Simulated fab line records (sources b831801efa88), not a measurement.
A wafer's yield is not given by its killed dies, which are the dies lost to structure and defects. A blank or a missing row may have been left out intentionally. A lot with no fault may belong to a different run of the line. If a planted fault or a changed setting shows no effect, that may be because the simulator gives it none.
fab line records	flow sky130	part 1 of 2: steps 1 to 24 of 34
[record] lots = 5	wafers = 15	last-day = 49
route steps=708 shown METAL4@629 VIA4@639 METAL5@661
lots untouched by any fault: they come from a run of this same line in which no faults occurred
start-h: start of the lot's first displayed wafer, in hours after the record's first day	wait-h: how many hours have passed since the lot's step before this one	" repeats the value in the row above	L1.1+2: a single row standing in for several wafers	- no value, or no start was given	* or withheld: withheld	< > ~ a bound
route shown NAME@n: NAME is a module with steps in the file, n the number in the route of the first one	usual: mean/standard deviation taken from wafers without a fault	same: alike in all rows	chamber/n: place in a boat	sites: each site's reading	_std_site: how widely they spread, as a standard deviation	_edge_site: outer sites' mean less inner sites'	radius-mm: how far each site lies from the wafer's centre	mask NAME#n: copy n	behind: the last tool/chamber to shape the wafer	hold: cause of the lot's hold/its duration in hours/its outcome	device: whichever transistor did not switch (one of n, p or np)	end of line: at the end of the route, the tests of the same wafers	a step with no rows: only its recipe	killed: the dies lost at the first sort to structure and to defects; this is not the yield of the wafer	map: per-die view of a wafer (x killed, . not killed, _ where there is no die)
set.NAME: the setting as run; set.NAME@STEP: as run at that earlier step	model.NAME: the simulator's own value behind a step, which no gauge read
certain route steps with their lots: each step a table, each wafer a row
services: from which hour (start-h, from the record's first day; less than 0 if before it) a tool's chamber was out of use, for how many hours, and why
[[steps]]
[step SKY_METAL4_CD_MEAS_13]
[recipe] target-cd-nm = 300
[usual] cd-nm = 300.2/1.4
lot.wafer	tool	chamber	start-h	wait-h	cd-nm
L079.3	cd-sem-02	-	1012.78	-	301.5
L079.5	"	-	"	"	301.1
L079.6	"	-	"	"	300.5
L085.1	cd-sem-02	-	1049.88	-	302.1
L085.2	"	-	"	"	300.7
L085.6	"	-	"	"	301.6
L087.1	cd-sem-02	-	1062.24	-	298.9
L087.2	"	-	"	"	300.8
L087.4	"	-	"	"	300.7
L088.3	cd-sem-02	-	1073.93	-	301.2
L088.4	"	-	"	"	299.6
L088.5	"	-	"	"	300.4
L090.2	cd-sem-02	-	1086.61	-	301.4
L090.3	"	-	"	"	300.6
L090.5	"	-	"	"	301.6
[step SKY_METAL4_OVL_MEAS_14]
[usual] METAL4_OVL = -2/6.7
lot.wafer	tool	chamber	start-h	wait-h	METAL4_OVL[nm]
L079.3	overlay-01	-	1012.87	0.1	-5
L079.5	"	-	"	"	-10
L079.6	"	-	"	"	-3
L085.1	overlay-02	-	1050.00	0.1	-9
L085.2	"	-	"	"	-1
L085.6	"	-	"	"	-3
L087.1	overlay-01	-	1062.36	0.1	0
L087.2	"	-	"	"	-1
L087.4	"	-	"	"	2
L088.3	overlay-01	-	1074.02	0.1	9
L088.4	"	-	"	"	-1
L088.5	"	-	"	"	9
L090.2	overlay-01	-	1086.72	0.1	0
L090.3	"	-	"	"	4
L090.5	"	-	"	"	-2
[step SKY_METAL4_DESCUM_15]
[recipe] chemistry = O2	source-power-w = 150	bias-power-w = 0	pressure-mtorr = 10	temp-c = 40	time-s = 8
[usual] drypump-motor-current-A = 5.8/0.31	oes-product-au = 0.996/0.01
[same] bias-power-w = 0	time-s = 8
lot.wafer	tool	chamber	start-h	wait-h	drypump-motor-current-A	oes-product-au	rf-hours-counter-h
L079.3	rie-metal-02	1	1012.90	0.0	6.3	0.989	-
L079.5	"	0	"	"	6.0	1.000	-
L079.6	"	1	"	"	6.2	1.002	-
L085.1	rie-metal-03	0	1050.04	0.0	5.7	1.004	20
L085.2	"	1	"	"	5.4	1.003	10
L085.6	"	1	"	"	5.3	0.997	-
L087.1	rie-metal-03	0	1062.40	0.0	5.7	1.005	21
L087.2	"	1	"	"	5.4	0.994	11
L087.4	"	0	"	"	5.7	0.994	-
L088.3	rie-metal-02	1	1074.06	0.0	6.3	0.990	-
L088.4	"	0	"	"	6.0	0.997	-
L088.5	"	0	"	"	6.0	0.998	-
L090.2	rie-metal-03	0	1086.75	0.0	5.7	1.001	23
L090.3	"	0	"	"	5.7	0.999	-
L090.5	"	0	"	"	5.7	1.001	-
[step SKY_METAL4_ETCH_16]
[recipe] chemistry = N2/H2	target = BARC	ion-energy-ev = 200	bias-w = 100	pressure-mtorr = 30	n2-flow-sccm = 100	h2-flow-sccm = 200	icp-w = 500	stop-on = SiO2	time-s = 88.2	target-depth-a = 600
[usual] drypump-motor-current-A = 5.9/0.31	oes-product-au = 0.626/0.0043	throttle-valve-pct = 13.206/0.0087
[same] time-s = 88.2
lot.wafer	tool	chamber	start-h	wait-h	drypump-motor-current-A	oes-product-au	rf-hours-counter-h	throttle-valve-pct
L079.3	rie-metal-02	1	1012.96	0.0	6.3	0.622	-	13.192
L079.5	"	0	"	"	6.0	0.613	-	13.207
L079.6	"	1	"	"	6.3	0.632	-	13.215
L085.1	rie-metal-03	0	1050.07	0.0	5.7	0.623	20	13.205
L085.2	"	1	"	"	5.3	0.627	10	13.194
L085.6	"	1	"	"	5.4	0.624	-	13.213
L087.1	rie-metal-03	0	1062.43	0.0	5.7	0.626	21	13.200
L087.2	"	1	"	"	5.3	0.626	11	13.216
L087.4	"	0	"	"	5.7	0.617	-	13.213
L088.3	rie-metal-02	1	1074.11	0.0	6.3	0.625	-	13.204
L088.4	"	0	"	"	6.0	0.622	-	13.212
L088.5	"	0	"	"	6.0	0.626	-	13.217
L090.2	rie-metal-03	0	1086.78	0.0	5.7	0.628	23	13.198
L090.3	"	0	"	"	5.7	0.624	-	13.202
L090.5	"	0	"	"	5.7	0.634	-	13.203
[step SKY_METAL4_ETCH_17]
[recipe] target = SiO2	stop-on = TiN	chemistry = C4F8/O2/Ar	source-w = 1500	bias-w = 1200	pressure-mtorr = 40	c4f8-flow-sccm = withheld	O2_flow_sccm = 6	Ar_flow_sccm = 300	time-s = 3.9	target-depth-a = 150
[usual] oes-product-au = 0.754/0.0073
[same] time-s = 3.9
lot.wafer	tool	chamber	start-h	wait-h	oes-product-au	rf-hours-counter-h
L079.3	rie-diel-02	3	1013.02	0.0	0.760	22
L079.5	"	3	"	"	0.762	-
L079.6	"	0	"	"	0.754	-
L085.1	rie-diel-02	1	1050.17	0.1	0.773	13
L085.2	"	0	"	"	0.759	8
L085.6	"	1	"	"	0.764	-
L087.1	rie-diel-01	2	1062.53	0.1	0.754	20
L087.2	"	1	"	"	0.741	12
L087.4	"	0	"	"	0.754	14
L088.3	rie-diel-02	1	1074.18	0.0	0.750	14
L088.4	"	0	"	"	0.755	9
L088.5	"	1	"	"	0.742	-
L090.2	rie-diel-01	0	1086.88	0.1	0.760	15
L090.3	"	1	"	"	0.760	13
L090.5	"	2	"	"	0.757	-
[step SKY_METAL4_METAL_ETCH_18]
[recipe] target-depth-a = 8450	stop-on = SiO2	over-etch-frac = 0.3	time-s = 183.1	chemistry = Cl2/BCl3	resist-sidewall-deg = 88	pressure-mtorr = 10	icp-w = 900	bias-w = 47.52	Cl2_flow_sccm = 60	bcl3-flow-sccm = 30
[usual] bcl3-flow-sccm = 30.00/0.087	drypump-motor-current-A = 5.69/0.29	oes-product-au = 0.883/0.0071	throttle-valve-pct = 22.264/0.0092
[same] time-s = 183.1
lot.wafer	tool	chamber	start-h	wait-h	bcl3-flow-sccm	drypump-motor-current-A	oes-product-au	rf-hours-counter-h	throttle-valve-pct
L079.3	rie-metal-03	1	1013.10	0.1	30.00	5.41	0.876	-	22.268
L079.5	"	0	"	"	29.92	5.67	0.873	-	22.261
L079.6	"	1	"	"	29.93	5.34	0.882	-	22.267
L085.1	rie-metal-04	1	1050.19	0.0	30.17	5.73	0.868	19	22.262
L085.2	"	0	"	"	30.09	5.57	0.865	9	22.268
L085.6	"	0	"	"	30.08	5.59	0.871	-	22.269
L087.1	rie-metal-04	0	1062.55	0.0	30.08	5.57	0.886	10	22.256
L087.2	"	1	"	"	29.99	5.75	0.889	20	22.258
L087.4	"	0	"	"	30.00	5.57	0.887	-	22.252
L088.3	rie-metal-04	1	1074.25	0.1	29.92	5.74	0.889	-	22.269
L088.4	"	0	"	"	29.95	5.58	0.890	-	22.268
L088.5	"	1	"	"	29.93	5.74	0.873	-	22.265
L090.2	rie-metal-04	0	1086.90	0.0	30.05	5.58	0.877	12	22.260
L090.3	"	1	"	"	30.06	5.72	0.885	-	22.249
L090.5	"	1	"	"	30.04	5.71	0.885	-	22.239
[step SKY_METAL4_STRIP_19]
[recipe] chemistry = O2/N2	power-w = 1400	pressure-mtorr = 1500	platen-temp-c = withheld	o2-flow-sccm = 3000	n2-flow-sccm = 300	overash-fraction = 0.5
[usual] drypump-motor-current-A = 5.8/0.37	oes-product-au = 0.504/0.0059	strip-time-to-endpoint-s = 6.58/0.085
lot.wafer	tool	chamber	start-h	wait-h	drypump-motor-current-A	oes-product-au	rf-hours-counter-h	strip-time-to-endpoint-s
L079.3	plasma-asher-03	0	1013.25	0.1	5.2	0.497	-	6.57
L079.5	"	0	"	"	5.2	0.516	-	6.64
L079.6	"	1	"	"	6.3	0.500	-	6.59
L085.1	plasma-asher-02	1	1050.36	0.1	5.9	0.500	60	6.68
L085.2	"	0	"	"	5.6	0.499	60	6.55
L085.6	"	0	"	"	5.6	0.503	-	6.54
L087.1	plasma-asher-01	1	1062.72	0.1	6.1	0.496	96	6.49
L087.2	"	0	"	"	5.5	0.504	96	6.70
L087.4	"	1	"	"	6.1	0.505	-	6.52
L088.3	plasma-asher-02	0	1074.41	0.1	5.6	0.514	-	6.73
L088.4	"	1	"	"	5.9	0.510	-	6.59
L088.5	"	0	"	"	5.6	0.518	-	6.75
L090.2	plasma-asher-03	0	1087.07	0.1	5.2	0.506	2	6.50
L090.3	"	0	"	"	5.2	0.512	-	6.73
L090.5	"	0	"	"	5.3	0.512	-	6.71
[step SKY_METAL4_STRIP_20]
[recipe] chemistry = post-etch-residue-remover	time-s = 1200	temp-c = 72.5
[usual] bath-guard-temp-C = 72.5/0.49
[same] time-s = 1200
lot.wafer	tool	chamber	start-h	wait-h	bath-guard-temp-C
L079.3	wet-bench-03	3	1013.32	0.0	72.2
L079.5	"	3	"	"	72.7
L079.6	"	3	"	"	72.5
L085.1	wet-bench-01	2	1050.46	0.1	73.8
L085.2	"	2	"	"	73.5
L085.6	"	2	"	"	73.5
L087.1	wet-bench-01	3	1062.82	0.1	71.8
L087.2	"	3	"	"	72.1
L087.4	"	3	"	"	71.7
L088.3	wet-bench-04	2	1074.47	0.0	73.0
L088.4	"	2	"	"	73.3
L088.5	"	2	"	"	72.9
L090.2	wet-bench-01	1	1087.17	0.1	72.1
L090.3	"	1	"	"	72.4
L090.5	"	1	"	"	72.1
[step SKY_METAL4_CLEAN_21]
[recipe] chemistry = IPA	time-s = 180	temp-c = 25
[same] time-s = 180
lot.wafer	tool	chamber	start-h	wait-h
L079.3+5+6	wet-bench-01	0	1013.66	0.0
L085.1+2+6	wet-bench-03	1	1050.81	0.0
L087.1+2+4	wet-bench-03	1	1063.16	0.0
L088.3+4+5	wet-bench-01	3	1074.81	0.0
L090.2+3+5	wet-bench-01	0	1087.86	0.0
[step SKY_METAL4_CLEAN_22]
[recipe] chemistry = O3/DIW	dry = n2-spin
lot.wafer	tool	chamber	start-h	wait-h
L079.3+5+6	wet-bench-03	0	1013.72	0.0
L085.1+2+6	wet-bench-01	0	1050.86	0.0
L087.1+2+4	wet-bench-03	3	1063.22	0.0
L088.3+4+5	wet-bench-03	0	1074.87	0.0
L090.2+3+5	wet-bench-01	0	1087.97	0.0
[step SKY_VIA4_HDPCVD_00]
[recipe] material = SiO2	target-thk-nm = 1750	sigma-open-frac = 0.3	time-s = 291.7	temp-c = 400	sih4-flow-sccm = 60	pressure-mtorr = 6
[same] time-s = 291.7
lot.wafer	tool	chamber	start-h	wait-h
L079.3+5+6	hdpcvd-02	2,1,0	1013.81	0.0
L085.1+2+6	hdpcvd-01	1,2,2	1050.96	0.0
L087.1+2+4	hdpcvd-01	1,2,0	1063.31	0.0
L088.3+4+5	hdpcvd-01	0,0,2	1074.97	0.0
L090.2+3+5	hdpcvd-02	1,2,2	1088.18	0.0
[step SKY_VIA4_THK_MEAS_01]
[recipe] reads = SiO2_of_VIA4_HDPCVD_00
[usual] VIA4_HDPCVD_THK = 1745/18
lot.wafer	tool	chamber	start-h	wait-h	VIA4_HDPCVD_THK[nm]
L079.3	film-metro-02	-	1014.01	0.1	1747
L079.5	"	-	"	"	1756
L079.6	"	-	"	"	1754
L085.1	film-metro-02	-	1051.13	0.1	1747
L085.2	"	-	"	"	1722
L085.6	"	-	"	"	1719
L087.1	film-metro-02	-	1063.49	0.1	1758
L087.2	"	-	"	"	1731
L087.4	"	-	"	"	1720
L088.3	film-metro-04	-	1075.17	0.1	1721
L088.4	"	-	"	"	1733
L088.5	"	-	"	"	1760
L090.2	film-metro-02	-	1088.48	0.2	1718
L090.3	"	-	"	"	1733
L090.5	"	-	"	"	1710
[step SKY_VIA4_CMP_02]
[recipe] material = SiO2	down-force-psi = 4	platen-rpm = 60	pad-velocity-m-s = 0.94248
[usual] edge-zone-pressure-frac = 1.000/0.0051	motor-current-A = 12.1/1.2	platen-rpm = 60.00/0.042
lot.wafer	tool	chamber	start-h	wait-h	edge-zone-pressure-frac	motor-current-A	platen-rpm
L079.3	cmp-02	0	1014.10	0.1	1.002	13.3	60.01
L079.6	"	3	"	"	1.007	12.2	60.07
L079.5	"	0	"	"	1.001	13.3	59.97
L085.1	cmp-01	3	1051.19	0.1	1.004	10.2	60.05
L085.2	"	1	"	"	1.003	13.6	59.92
L085.6	"	0	"	"	0.997	10.5	59.90
L087.2	cmp-02	0	1063.64	0.1	0.997	13.3	59.99
L087.1	"	1	"	"	0.995	13.9	60.05
L087.4	"	3	"	"	1.000	12.3	60.05
L088.3	cmp-02	1	1075.26	0.1	0.991	13.2	59.99
L088.4	"	2	"	"	1.001	10.6	60.00
L088.5	"	1	"	"	0.998	12.8	59.95
L090.3	cmp-02	0	1088.70	0.2	1.000	13.4	59.97
L090.2	"	1	"	"	1.004	13.2	59.99
L090.5	"	3	"	"	0.995	12.6	59.96
[step SKY_VIA4_BOW_MEAS_03]
[recipe] mode = bow
[usual] VIA4_BOW = 76/9.2
lot.wafer	tool	chamber	start-h	wait-h	VIA4_BOW[um]
L079.3	film-metro-03	-	1014.39	0.2	100
L079.5	"	-	"	"	90
L079.6	"	-	"	"	82
L085.1	film-metro-02	-	1051.49	0.2	77
L085.2	"	-	"	"	70
L085.6	"	-	"	"	79
L087.1	film-metro-04	-	1063.94	0.2	84
L087.2	"	-	"	"	82
L087.4	"	-	"	"	81
L088.3	film-metro-02	-	1075.55	0.2	87
L088.4	"	-	"	"	79
L088.5	"	-	"	"	83
L090.2	film-metro-02	-	1088.97	0.2	62
L090.3	"	-	"	"	60
L090.5	"	-	"	"	65
[step SKY_VIA4_DEHYDRATE_04]
[recipe] temp-c = 200	time-s = 60
[usual] chill-plate-temp-C = 23.00/0.11
[same] time-s = 60
lot.wafer	tool	chamber	start-h	wait-h	chill-plate-temp-C
L079.3	litho-track-02	0	1024.89	10.5	23.03
L079.5	"	0	"	"	23.00
L079.6	"	0	"	"	23.02
L085.1	litho-track-01	0	1061.13	9.6	23.22
L085.2	"	0	"	"	23.09
L085.6	"	0	"	"	23.04
L087.1	litho-track-04	0	1073.83	9.9	22.94
L087.2	"	0	"	"	23.16
L087.4	"	0	"	"	23.17
L088.3	litho-track-01	0	1085.43	9.9	22.87
L088.4	"	0	"	"	22.83
L088.5	"	0	"	"	22.88
L090.2	litho-track-04	0	1099.06	10.1	23.26
L090.3	"	0	"	"	23.05
L090.5	"	0	"	"	23.21
[step SKY_VIA4_HMDS_05]
[recipe] prime-time-s = 60	prime-temp-c = 120
[usual] chill-plate-temp-C = 23.01/0.098
lot.wafer	tool	chamber	start-h	wait-h	chill-plate-temp-C
L079.3	litho-track-02	0	1025.04	0.1	23.04
L079.5	"	0	"	"	23.00
L079.6	"	0	"	"	22.94
L085.1	litho-track-01	0	1061.28	0.1	23.08
L085.2	"	0	"	"	23.06
L085.6	"	0	"	"	23.04
L087.1	litho-track-04	0	1073.98	0.1	23.00
L087.2	"	0	"	"	23.02
L087.4	"	0	"	"	23.10
L088.3	litho-track-01	0	1085.58	0.1	22.92
L088.4	"	0	"	"	22.87
L088.5	"	0	"	"	22.84
L090.2	litho-track-04	0	1099.21	0.1	23.01
L090.3	"	0	"	"	22.97
L090.5	"	0	"	"	23.10
[step SKY_VIA4_COAT_06]
[recipe] resist = NOVOLAK	spin-rpm = 3000	resist-thk-nm = 1140
[usual] chill-plate-temp-C = 22.98/0.1
lot.wafer	tool	chamber	start-h	wait-h	chill-plate-temp-C
L079.3	litho-track-02	0	1025.19	0.1	22.98
L079.5	"	0	"	"	22.88
L079.6	"	0	"	"	22.95
L085.1	litho-track-01	0	1061.43	0.1	22.96
L085.2	"	0	"	"	23.01
L085.6	"	0	"	"	22.88
L087.1	litho-track-04	0	1074.13	0.1	22.81
L087.2	"	0	"	"	22.94
L087.4	"	0	"	"	22.99
L088.3	litho-track-01	0	1085.73	0.1	23.03
L088.4	"	0	"	"	23.08
L088.5	"	0	"	"	22.98
L090.2	litho-track-04	0	1099.36	0.1	23.02
L090.3	"	0	"	"	22.94
L090.5	"	0	"	"	22.97
[step SKY_VIA4_SOFTBAKE_07]
[recipe] temp-c = 90	time-s = 60	resist = NOVOLAK
[usual] chill-plate-temp-C = 23.01/0.098
[same] time-s = 60
lot.wafer	tool	chamber	start-h	wait-h	chill-plate-temp-C
L079.3	litho-track-02	0	1025.34	0.1	23.10
L079.5	"	0	"	"	22.96
L079.6	"	0	"	"	23.00
L085.1	litho-track-01	0	1061.58	0.1	22.93
L085.2	"	0	"	"	22.97
L085.6	"	0	"	"	23.11
L087.1	litho-track-04	0	1074.28	0.1	22.99
L087.2	"	0	"	"	23.16
L087.4	"	0	"	"	22.96
L088.3	litho-track-01	0	1085.88	0.1	22.88
L088.4	"	0	"	"	22.93
L088.5	"	0	"	"	22.86
L090.2	litho-track-04	0	1099.51	0.1	22.96
L090.3	"	0	"	"	23.11
L090.5	"	0	"	"	22.87
[step SKY_VIA4_EXPOSE_08]
[recipe] mask-id = VIM4	na = 0.6	source-shape = conventional	sigma-outer = 0.6	polarization = unpolarized	target-cd-nm = 800	dose-mj = 132
lot.wafer	tool	chamber	start-h	wait-h	mask
L079.3+5+6	iline-stepper-01	0	-	-	VIM4#0
L085.1+2+6	iline-stepper-02	0	-	-	VIM4#0
L087.1+2+4	iline-stepper-01	0	-	-	VIM4#0
L088.3+4+5	iline-stepper-01	0	-	-	VIM4#0
L090.2+3+5	iline-stepper-01	0	-	-	VIM4#0
[step SKY_VIA4_PEB_09]
[recipe] temp-c = withheld	time-s = *	resist = NOVOLAK
[usual] chill-plate-temp-C = *
[same] time-s = *
lot.wafer	tool	chamber	start-h	wait-h	chill-plate-temp-C
L079.3	litho-track-01	0	-	-	*
L079.5	"	0	"	"	*
L079.6	"	0	"	"	*
L085.1	litho-track-02	0	-	-	*
L085.2	"	0	"	"	*
L085.6	"	0	"	"	*
L087.1	litho-track-04	0	-	-	*
L087.2	"	0	"	"	*
L087.4	"	0	"	"	*
L088.3	litho-track-04	0	-	-	*
L088.4	"	0	"	"	*
L088.5	"	0	"	"	*
L090.2	litho-track-04	0	-	-	*
L090.3	"	0	"	"	*
L090.5	"	0	"	"	*
[step SKY_VIA4_DEVELOP_10]
[recipe] resist = NOVOLAK	developer = TMAH	develop-time-s = 58.94	dev-temp-c = 23
[usual] chill-plate-temp-C = 23.01/0.087
lot.wafer	tool	chamber	start-h	wait-h	chill-plate-temp-C
L079.3	litho-track-01	0	1036.53	0.1	22.99
L079.5	"	0	"	"	23.02
L079.6	"	0	"	"	22.98
L085.1	litho-track-02	0	1071.44	0.1	23.20
L085.2	"	0	"	"	22.96
L085.6	"	0	"	"	22.95
L087.1	litho-track-04	0	1084.58	0.1	23.07
L087.2	"	0	"	"	23.09
L087.4	"	0	"	"	22.96
L088.3	litho-track-04	0	1095.73	0.1	23.01
L088.4	"	0	"	"	23.01
L088.5	"	0	"	"	22.78
L090.2	litho-track-04	0	1108.66	0.1	22.92
L090.3	"	0	"	"	23.06
L090.5	"	0	"	"	22.94
[step SKY_VIA4_OVL_MEAS_11]
[usual] VIA4_OVL = 0.6/1.4
lot.wafer	tool	chamber	start-h	wait-h	VIA4_OVL[nm]
L079.3	overlay-02	-	1036.64	0.1	1.4
L079.5	"	-	"	"	2.4
L079.6	"	-	"	"	1.6
L085.1	overlay-01	-	1071.59	0.1	2.5
L085.2	"	-	"	"	1.4
L085.6	"	-	"	"	3.1
L087.1	overlay-01	-	1084.74	0.1	1.8
L087.2	"	-	"	"	0.5
L087.4	"	-	"	"	1.0
L088.3	overlay-02	-	1095.84	0.1	-1.7
L088.4	"	-	"	"	-0.7
L088.5	"	-	"	"	0.5
L090.2	overlay-01	-	1108.79	0.1	0.5
L090.3	"	-	"	"	1.2
L090.5	"	-	"	"	-0.5
[step SKY_VIA4_ETCH_12]
[recipe] target = SiO2	chemistry = C4F8/O2/Ar	stop-on = TiN	mask-material = NOVOLAK	source-w = 1500	bias-w = 1200	pressure-mtorr = 40	c4f8-flow-sccm = withheld	O2_flow_sccm = 6	Ar_flow_sccm = 300	time-s = withheld	target-depth-a = 5800
[usual] oes-product-au = 0.925/0.0049
lot.wafer	tool	chamber	start-h	wait-h	oes-product-au
L079.3	rie-diel-04	2	1036.66	0.0	0.927
L079.5	"	0	"	"	0.915
L079.6	"	1	"	"	0.930
L085.1	rie-diel-04	1	1071.63	0.0	0.917
L085.2	"	0	"	"	0.932
L085.6	"	3	"	"	0.924
L087.1	rie-diel-01	3	1084.78	0.0	0.924
L087.2	"	2	"	"	0.922
L087.4	"	0	"	"	0.922
L088.3	rie-diel-03	0	1095.87	0.0	0.926
L088.4	"	0	"	"	0.925
L088.5	"	2	"	"	0.925
L090.2	rie-diel-01	3	1108.82	0.0	0.927
L090.3	"	2	"	"	0.914
L090.5	"	3	"	"	0.921
[step SKY_VIA4_STRIP_13]
[recipe] chemistry = O2/N2	power-w = 1400	pressure-mtorr = 1500	platen-temp-c = withheld	o2-flow-sccm = 3000	n2-flow-sccm = 300	overash-fraction = 0.5
[usual] drypump-motor-current-A = 6.1/0.48	oes-product-au = 0.709/0.0046	strip-time-to-endpoint-s = 12.808/0.029
lot.wafer	tool	chamber	start-h	wait-h	drypump-motor-current-A	oes-product-au	rf-hours-counter-h	strip-time-to-endpoint-s
L079.3	plasma-asher-04	0	1036.77	-	6.2	0.705	-	12.820
L079.5	"	1	"	"	6.7	0.709	-	12.805
L079.6	"	0	"	"	6.2	0.705	-	12.823
L085.1	plasma-asher-01	1	1071.70	-	6.0	0.710	97	12.931
L085.2	"	0	"	"	5.5	0.710	97	12.839
L085.6	"	1	"	"	6.1	0.707	-	12.853
L087.1	plasma-asher-03	1	1084.85	-	6.3	0.705	2	12.782
L087.2	"	0	"	"	5.2	0.722	2	12.822
L087.4	"	0	"	"	5.2	0.712	-	12.803
L088.3	plasma-asher-01	1	1095.97	-	6.2	0.701	-	12.789
L088.4	"	0	"	"	5.5	0.707	-	12.815
L088.5	"	1	"	"	6.2	0.704	-	12.785
L090.2	plasma-asher-03	1	1108.89	-	6.3	0.707	4	12.788
L090.3	"	0	"	"	5.2	0.706	-	12.772
L090.5	"	1	"	"	6.3	0.708	-	12.806
